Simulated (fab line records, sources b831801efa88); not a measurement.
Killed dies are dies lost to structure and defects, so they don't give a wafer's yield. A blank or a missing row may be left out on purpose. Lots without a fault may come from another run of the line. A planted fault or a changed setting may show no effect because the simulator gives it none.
Which tool did it? | flow gf180mcu | 14 lots, 42 wafers sampled, at 4 steps of a route of 602

WHAT THE GAUGES READ, wafer by wafer
GF_MIM_THK_MEAS_11: measures by xrf.
lot  | measured     | on            | MIM_ALCU_THK (nm)
L223 | day 25 03:02 | film_metro-03 | 198.0 198.9 198.1
L224 | day 25 03:47 | film_metro-03 | 204.6 202.4 204.1
L225 | day 25 09:08 | film_metro-01 | 199.8 200.0 199.5
L226 | day 25 14:32 | film_metro-03 | 202.0 201.0 198.5
L227 | day 25 19:56 | film_metro-01 | 206.2 201.4 202.6
L228 | day 26 15:24 | film_metro-02 | 203.4 202.9 205.1
L229 | day 27 01:28 | film_metro-03 | 204.0 200.7 202.6
L231 | day 27 04:16 | film_metro-03 | 202.7 204.6 205.5
L232 | day 27 15:33 | film_metro-03 | 202.0 202.2 202.1
L234 | day 28 15:46 | film_metro-01 | 203.7 202.7 204.7
L235 | day 28 16:11 | film_metro-03 | 205.6 204.0 207.3
L244 | day 31 01:05 | film_metro-01 | 201.5 204.1 203.6
L245 | day 31 06:21 | film_metro-03 | 199.6 202.2 199.6
L246 | day 31 11:46 | film_metro-03 | 204.1 205.5 205.2

GF_PASSIVATION_THK_MEAS_03.
lot  | measured     | on            | PASSIVATION_CVD_02_THK (nm)
L223 | day 28 17:31 | film_metro-02 | 700 688 707
L224 | day 28 18:05 | film_metro-01 | 693 703 706
L225 | day 28 23:01 | film_metro-04 | 696 696 710
L226 | day 29 02:52 | film_metro-02 | 694 700 695
L227 | day 29 09:18 | film_metro-01 | 700 702 709
L228 | day 30 01:58 | film_metro-04 | 715 727 714
L229 | day 30 11:16 | film_metro-02 | 691 692 715
L231 | day 30 14:43 | film_metro-02 | 682 708 697
L232 | day 31 00:10 | film_metro-04 | 703 715 720
L234 | day 31 21:19 | film_metro-02 | 703 723 725
L235 | day 31 23:00 | film_metro-01 | 706 713 717
L244 | day 34 01:03 | film_metro-02 | 710 699 706
L245 | day 34 04:46 | film_metro-01 | 698 703 711
L246 | day 34 09:16 | film_metro-02 | 702 706 709

WHICH TOOL RAN EACH LOT (tool, then ch and the chambers of the sampled wafers, then the start)
lot  | GF_DUAL_GATE_CLEAN_14           | GF_MIM_STRIP_20
L223 | wet_bench-01 ch 1, day 8 16:07  | plasma_asher-02 ch 0,1, day 25 23:43
L224 | wet_bench-04 ch 2, day 8 16:35  | plasma_asher-02 ch 0,1, day 26 00:58
L225 | wet_bench-02 ch 2, day 8 23:04  | plasma_asher-03 ch 0,1, day 26 05:34
L226 | wet_bench-04 ch 2, day 9 05:34  | plasma_asher-03 ch 0,1, day 26 11:26
L227 | wet_bench-02 ch 1, day 9 09:40  | plasma_asher-03 ch 0,1, day 26 17:10
L228 | wet_bench-01 ch 2, day 10 00:44 | plasma_asher-02 ch 0,1, day 27 12:07
L229 | wet_bench-04 ch 2, day 10 10:14 | plasma_asher-03 ch 0,1, day 27 21:29
L231 | wet_bench-04 ch 1, day 10 12:13 | plasma_asher-01 ch 0,1, day 28 00:08
L232 | wet_bench-02 ch 2, day 10 23:23 | plasma_asher-01 ch 0,1, day 28 11:18
L234 | wet_bench-02 ch 0, day 11 16:55 | plasma_asher-03 ch 0,1, day 29 10:13
L235 | wet_bench-04 ch 1, day 11 18:11 | plasma_asher-01 ch 0,1, day 29 11:11
L244 | wet_bench-04 ch 1, day 14 12:40 | plasma_asher-01 ch 0,1, day 31 18:26
L245 | wet_bench-02 ch 0, day 14 17:48 | plasma_asher-01 ch 0,1, day 31 23:10
L246 | wet_bench-04 ch 2, day 15 03:02 | plasma_asher-02 ch 0,1, day 32 04:37
- GF_DUAL_GATE_CLEAN_14: cleans in SC1/SC2, time 150 s.
- GF_MIM_STRIP_20: strips in O2/N2.

WHAT THE TOOLS THEMSELVES READ (means of the sampled wafers that have a number; where no wafer has one, the mark that the record gives instead)
GF_DUAL_GATE_CLEAN_14.
lot  | tool         | temp_c (C)
L223 | wet_bench-01 | 69.97
L224 | wet_bench-04 | 70.07
L225 | wet_bench-02 | 70.00
L226 | wet_bench-04 | 70.03
L227 | wet_bench-02 | 69.86
L228 | wet_bench-01 | 70.00
L229 | wet_bench-04 | 70.18
L231 | wet_bench-04 | 70.05
L232 | wet_bench-02 | 69.97
L234 | wet_bench-02 | 70.06
L235 | wet_bench-04 | 69.94
L244 | wet_bench-04 | 69.99
L245 | wet_bench-02 | 70.03
L246 | wet_bench-04 | 70.03

GF_MIM_STRIP_20.
lot  | tool            | drypump_motor_current_A (A) | heater_power_w (W) | oes_product_au (a.u.) | strip_time_to_endpoint_s (s)
L223 | plasma_asher-02 | 5.8                         | 395                | 0.687                 | 11.23
L224 | plasma_asher-02 | 5.8                         | 394                | 0.687                 | 11.24
L225 | plasma_asher-03 | 5.6                         | 371                | 0.690                 | 11.20
L226 | plasma_asher-03 | 5.6                         | 357                | 0.691                 | 11.17
L227 | plasma_asher-03 | 5.6                         | 372                | 0.695                 | 11.17
L228 | plasma_asher-02 | 5.7                         | 369                | 0.691                 | 11.20
L229 | plasma_asher-03 | 5.6                         | 371                | 0.695                 | 11.26
L231 | plasma_asher-01 | 5.5                         | 344                | 0.697                 | 11.28
L232 | plasma_asher-01 | 5.5                         | 343                | 0.692                 | 11.26
L234 | plasma_asher-03 | 5.6                         | 375                | 0.693                 | 11.22
L235 | plasma_asher-01 | 5.5                         | 341                | 0.692                 | 11.19
L244 | plasma_asher-01 | 5.2                         | 340                | 0.689                 | 11.27
L245 | plasma_asher-01 | 5.5                         | 346                | 0.689                 | 11.19
L246 | plasma_asher-02 | 5.8                         | 392                | 0.696                 | 11.25

THE ANSWER, worked out from the rows above alone
Rule: what is usual is taken from the lots themselves. Put in order of their means at a reading, lots are off if they are a third of the lots or fewer, leave a main group of 4 or more, and stand apart from it by a gap of 3 or more times the standard deviation of the main group's means; of several such gaps the widest counts. A main group whose means are all the same, to the digits that the tables above print for the reading, isn't used. A lot without any number at a reading at which 4 lots or more have one is off too. The other lots that the step has rows for count as sound. The gauges are gone through in route order, then the tools' own readings, and for those a lot's mean is taken as printed above. The first step at which some lot is off is used, and at that step the reading that is off furthest; a lot without a number counts as furthest.
No lot is off at any reading shown: from this, nothing can be told.

WHAT THE SIMULATOR HAD PUT IN
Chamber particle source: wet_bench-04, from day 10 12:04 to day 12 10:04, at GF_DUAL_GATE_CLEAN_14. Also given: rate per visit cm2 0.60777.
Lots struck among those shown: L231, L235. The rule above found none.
